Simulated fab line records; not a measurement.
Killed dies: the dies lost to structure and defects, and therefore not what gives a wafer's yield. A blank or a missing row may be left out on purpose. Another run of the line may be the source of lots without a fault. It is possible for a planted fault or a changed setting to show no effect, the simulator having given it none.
One fault through the eyes of 2 desks    flow sky130    numbers are kept per desk, each desk with only its own; the story behind them comes last

## DESK OF THE TOOL OWNER: rie_metal-02
The tool's own readings at SKY_METAL5_METAL_ETCH_15 (etches the open film in Cl2/BCl3, stops on SiO2, target depth 1260 nm, time 252 s): means of the sampled wafers that have a number, for each lot that ran on this tool. Any lot whose mean is over 4 standard deviations away from the usual mean is out of limits and marked OUT; that distance is given in the brackets.
Columns: A = drypump_motor_current_A at SKY_METAL5_METAL_ETCH_15, usual 5.6 A; B = oes_product_au at SKY_METAL5_METAL_ETCH_15, usual 0.894 a.u.; C = throttle_valve_pct at SKY_METAL5_METAL_ETCH_15, usual 22.264 %
lot   first seen here  A    B                 C
L181  day 47 21:34     5.4  0.872 (-4.2) OUT  22.273
This desk's verdict: out of limits on L181, starting with L181 at day 47 21:34 (oes_product_au at SKY_METAL5_METAL_ETCH_15). In limits: none.

## METROLOGY DESK
Means of the sampled wafers that have a number, per lot and without regard to the tool the lot ran on: this is what the gauges read. Any lot whose mean is over 4 standard deviations away from the usual mean is out of limits and marked OUT; that distance is given in the brackets.
Columns: A = CAP2M_OVL at SKY_CAP2M_OVL_MEAS_12, usual -1.6 nm; B = METAL4_OVL at SKY_METAL4_OVL_MEAS_14, usual -1 nm; C = VIA4_BOW at SKY_VIA4_BOW_MEAS_03, usual 81 um
lot   first seen here  A     B    C
L167  day 41 03:41     -1.9  -5   74
L169  day 41 21:31     -0.6  -11  78
L170  day 42 02:35     -3.3  8    72
L171  day 42 15:23     -1.6  0    93
L181  day 45 03:20     -3.0  -4   73
L184  day 45 11:28     -1.2  9    92
L183  day 45 11:49     -2.1  -1   73
L185  day 46 00:44     -1.5  -7   92
L186  day 46 04:34     -0.6  7    69
L187  day 46 10:41     -1.8  -1   70
L188  day 46 14:50     0.1   0    89
Result from this desk: across the 11 lots, nothing is out of limits.

## TAKEN TOGETHER
The tool owner's desk could have raised an alarm at day 47 21:34, on L181.
Metrology desk: nothing out of limits seen.
The metrology desk holds a record of L181, inside its limits.
Of the lots named, all ran SKY_METAL5_METAL_ETCH_15 on rie_metal-02.

## WHAT HAD BEEN PUT IN BY THE SIMULATOR
rie_metal-02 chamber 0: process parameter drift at SKY_METAL5_METAL_ETCH_15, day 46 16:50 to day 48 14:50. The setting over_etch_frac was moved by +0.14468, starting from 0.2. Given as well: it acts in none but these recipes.
Struck lots among those shown: L181.
How many hours passed from the start of the fault until each desk's first out-of-limits reading: the tool owner's desk, 29.
